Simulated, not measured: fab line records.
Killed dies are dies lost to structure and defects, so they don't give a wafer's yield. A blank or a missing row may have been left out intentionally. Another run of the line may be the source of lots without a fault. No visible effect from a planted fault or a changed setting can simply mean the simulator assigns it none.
Which of the tools did it? -- flow sky130 -- 11 lots, 33 wafers sampled, at 4 steps of a route of 708

## WHAT EACH GAUGE READ, for each wafer
SKY_VIA4_THK_MEAS_01.
lot,measured,on,VIA4_HDPCVD_THK (nm)
L530,day 42 16:10,film_metro-02,1757 1747 1740
L532,day 42 21:32,film_metro-04,1748 1769 1786
L533,day 43 09:25,film_metro-04,1734 1756 1744
L538,day 45 02:25,film_metro-02,1724 1721 1732
L539,day 45 03:08,film_metro-01,1784 1746 1760
L541,day 45 13:13,film_metro-01,1716 1753 1720
L543,day 45 21:29,film_metro-02,1732 1744 1954
L545,day 46 11:58,film_metro-02,1750 1727 1729
L547,day 46 20:22,film_metro-02,1945 1749 1738
L549,day 47 10:43,film_metro-02,1730 1726 1750
L551,day 48 10:44,film_metro-04,1688 1706 1722

## WHAT TOOL EACH LOT RAN ON (gives the tool, then ch and the chambers of the sampled wafers, and finally the start)
lot,SKY_METAL3_ETCH_17,SKY_VIA3_ETCH_15,SKY_VIA4_HDPCVD_00
L530,"rie_diel-04 ch 0,2,3, day 39 09:34","rie_diel-02 ch 0,2,3, day 40 11:58","hdpcvd-01 ch 0,1,2, day 42 15:58"
L532,"rie_diel-02 ch 0,1,3, day 39 16:23","rie_diel-01 ch 2,3, day 40 18:34","hdpcvd-02 ch 0,1, day 42 21:21"
L533,"rie_diel-04 ch 1,2,3, day 40 03:58","rie_diel-01 ch 0,2, day 41 06:06","hdpcvd-02 ch 1,2, day 43 09:14"
L538,"rie_diel-03 ch 1,2,3, day 41 23:58","rie_diel-02 ch 1,3, day 43 01:12","hdpcvd-02 ch 1,2, day 45 02:14"
L539,"rie_diel-02 ch 0,1,2, day 42 01:23","rie_diel-03 ch 1,2,3, day 43 02:21","hdpcvd-01 ch 0,2, day 45 02:52"
L541,"rie_diel-04 ch 0,2, day 42 12:31","rie_diel-03 ch 1,2,3, day 43 12:43","hdpcvd-02 ch 0,1,2, day 45 13:02"
L543,"rie_diel-03 ch 1,3, day 42 22:46","rie_diel-03 ch 1,2,3, day 43 23:03","hdpcvd-02 ch 0,2, day 45 21:18"
L545,"rie_diel-04 ch 1,3, day 43 11:25","rie_diel-01 ch 2,3, day 44 11:58","hdpcvd-01 ch 0,2, day 46 11:47"
L547,"rie_diel-02 ch 0,1,2, day 43 22:38","rie_diel-03 ch 1,2,3, day 44 21:22","hdpcvd-02 ch 0,1,2, day 46 20:11"
L549,"rie_diel-02 ch 2,3, day 44 11:43","rie_diel-03 ch 0,1,3, day 45 12:26","hdpcvd-01 ch 0,1,2, day 47 10:35"
L551,"rie_diel-04 ch 2,3, day 45 16:19","rie_diel-03 ch 1,2,3, day 46 15:18","hdpcvd-01 ch 0,1,2, day 48 10:37"
- SKY_METAL3_ETCH_17: etches SiO2 in C4F8/O2/Ar, stops on TiN, time 3.9 s, target depth 15 nm.
- SKY_VIA3_ETCH_15: etches SiO2 in C4F8/O2/Ar, stops on TiN, target depth 507 nm, time 78 s.
- SKY_VIA4_HDPCVD_00: deposits SiO2, target thk 1750 nm, time 291.7 s.

## THE ANSWER, worked out from the rows above alone
Rule: usual is defined by the lots themselves. The widest of any qualifying gaps counts: lots, ordered by their means at a reading, are off when they make up no more than a third of the lots, leave a main group of 4 or more, and stand apart from it by 3 or more times the standard deviation of that group's means. Not used: any main group whose means are identical at the precision the tables above print for the reading. Also off: a lot with no number at a reading for which 4 or more lots have one. Where the step has rows for the other lots, those lots are counted as sound.
Nothing can be told from this: no lot is off at any reading shown.

## WHAT THE SIMULATOR PUT IN
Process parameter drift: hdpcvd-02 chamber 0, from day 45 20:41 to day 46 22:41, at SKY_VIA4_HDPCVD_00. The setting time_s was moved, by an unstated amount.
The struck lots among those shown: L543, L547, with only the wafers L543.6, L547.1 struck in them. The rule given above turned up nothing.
